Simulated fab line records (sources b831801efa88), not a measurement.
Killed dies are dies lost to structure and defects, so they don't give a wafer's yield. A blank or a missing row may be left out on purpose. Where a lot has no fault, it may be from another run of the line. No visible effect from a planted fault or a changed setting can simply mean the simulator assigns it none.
Which tool did it? | flow sky130 | at 1 step of a route of 708, 11 lots with 33 wafers sampled

## WHAT THE GAUGES SHOWED, per wafer
SKY_LI_CONTACT_OVL_MEAS_13.
lot  | measured     | on         | LI_CONTACT_OVL (nm)
L197 | day 30 08:01 | overlay-01 | -2 0 0
L199 | day 30 15:02 | overlay-01 | -9 -10 -3
L202 | day 31 14:52 | overlay-01 | -3 -6 -5
L208 | day 33 16:23 | overlay-02 | 2 -2 0
L210 | day 34 05:46 | overlay-01 | 5 5 2
L211 | day 34 11:56 | overlay-01 | -1 5 1
L212 | day 34 16:23 | overlay-02 | -14 -6 -9
L213 | day 34 18:51 | overlay-01 | -4 -11 -6
L214 | day 35 04:35 | overlay-01 | 2 -2 2
L215 | day 35 10:28 | overlay-01 | -5 -1 -3
L218 | day 36 06:29 | overlay-01 | -9 -12 -6

## WHICH TOOL RAN EACH LOT (tool, then ch and the chambers of the sampled wafers, then the start)
Record: no process step prior to these readings.

## THE ANSWER, worked out from the rows above alone
Rule: what is usual is taken from the lots themselves. Put in order of their means at a reading, lots are off if they are a third of the lots or fewer, leave a main group of 4 or more, and stand apart from it by a gap of 3 or more times the standard deviation of the main group's means; of several such gaps the widest counts. If all means in a main group match to the digits the tables above print for the reading, that group is not used. A lot without any number at a reading at which 4 lots or more have one is off too. All remaining lots with rows at the step are treated as sound.
No lot is off on any of the readings shown, so nothing can be concluded from this.

## WHAT THE SIMULATOR PUT IN
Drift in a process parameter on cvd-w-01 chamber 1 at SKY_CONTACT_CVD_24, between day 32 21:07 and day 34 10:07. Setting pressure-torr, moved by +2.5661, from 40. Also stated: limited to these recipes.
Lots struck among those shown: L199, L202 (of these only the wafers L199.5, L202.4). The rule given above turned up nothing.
